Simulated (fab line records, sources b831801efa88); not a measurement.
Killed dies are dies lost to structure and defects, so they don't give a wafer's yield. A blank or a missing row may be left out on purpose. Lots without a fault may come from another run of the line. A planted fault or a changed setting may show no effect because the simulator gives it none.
Which tool did it? | flow gf180mcu | 12 lots, 36 wafers sampled, at 1 step of a route of 602

WHAT THE GAUGES READ, wafer by wafer
GF_M4_THK_MEAS_06: measures by xrf. Usual: M4_ALCU_THK 458 nm, standard deviation 5.2.
lot  | measured     | on            | M4_ALCU_THK (nm) | flag
L158 | day 22 10:40 | film_metro-02 | 454 451 447      |
L162 | day 23 22:54 | film_metro-02 | 462 459 460      |
L164 | day 24 20:16 | film_metro-02 | 457 457 458      |
L168 | day 26 06:14 | film_metro-02 | 457 460 462      |
L169 | day 26 06:49 | film_metro-02 | 459 456 460      |
L170 | day 27 00:29 | film_metro-02 | 468 465 467      |
L173 | day 27 14:58 | film_metro-03 | 458 457 457      |
L174 | day 28 00:11 | film_metro-03 | 452 455 455      |
L177 | day 28 17:18 | film_metro-01 | 448 451 446      |
L178 | day 29 01:26 | film_metro-02 | 466 463 463      |
L179 | day 29 05:02 | film_metro-03 | 452 452 454      |
L181 | day 29 18:38 | film_metro-02 | 460 459 461      |

WHICH TOOL RAN EACH LOT (tool, then ch and the chambers of the sampled wafers, then the start)
The record holds no process step before these readings.

WHAT THE TOOLS THEMSELVES READ (means of the sampled wafers that have a number; where no wafer has one, the mark that the record gives instead)
The record holds no such reading with a usual standard deviation.

THE ANSWER, worked out from the rows above alone
Rule: a lot is off if the mean of its wafers that have a number lies more than 3 standard deviations from the usual mean. A lot without any number at a reading at which 4 lots or more have one is off too. The other lots that the step has rows for count as sound. The gauges are gone through in route order, then the tools' own readings, and for those a lot's mean is taken as printed above. The first step at which some lot is off is used, and at that step the reading that is off furthest; a lot without a number counts as furthest.
No lot is off at any reading shown: from this, nothing can be told.

WHAT THE SIMULATOR HAD PUT IN
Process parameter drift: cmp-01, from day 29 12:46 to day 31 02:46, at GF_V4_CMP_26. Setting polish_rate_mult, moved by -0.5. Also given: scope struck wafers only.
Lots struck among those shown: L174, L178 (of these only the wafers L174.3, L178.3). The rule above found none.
